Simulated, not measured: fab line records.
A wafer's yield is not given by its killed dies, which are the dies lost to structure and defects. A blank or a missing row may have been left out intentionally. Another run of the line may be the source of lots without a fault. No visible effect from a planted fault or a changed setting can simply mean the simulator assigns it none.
Matching of chambers ; flow gf180mcu ; 3 sister chambers for GF_V5_CVD_02 on pecvd-02
The step deposits SiO2 from TEOS, target thk 1450 nm, time 163.28 s. 3 wafers are shown with their chamber, then 8 later ones without.

WAFERS PAIRED WITH THEIR CHAMBERS
wafer;chamber;heater-power-w (W)
L086.5;1;582
L087.6;2;698
L088.1;0;762

WAFERS WITHOUT THEIR CHAMBER
wafer;heater-power-w (W)
L088.2;725
L088.6;578
L092.2;739
L092.3;718
L092.4;575
L095.2;621
L095.5;719
L095.6;642

EACH ONE'S CHAMBER
wafer;from the rows above;in truth
L088.2;can't be placed: 2 or 0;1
L088.6;1;1
L092.2;can't be placed: 0 or 2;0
L092.3;can't be placed: 2 or 0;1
L092.4;1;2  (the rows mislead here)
L095.2;can't be placed: 1 or 2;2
L095.5;can't be placed: 2 or 0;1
L095.6;can't be placed: 2 or 1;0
Correctly placed: 1 of 8. These rows do not allow placing 6 (true chamber among the candidates in 2). 1 placed wrongly.
How it was worked out, from the rows above alone: a wafer's distance from a chamber is the root of the sum, over the readings, of the square of ((its reading less the chamber's mean) divided by the reading's scatter). If the next closest chamber is less than 2 further off than the closest, the wafer can't be placed; otherwise it belongs to the closest. Each chamber's mean is taken over the wafers shown for it. The scatter (one wafer shown for each chamber): square how far every hidden wafer sits from the nearest shown wafer, average those squares and take the square root.
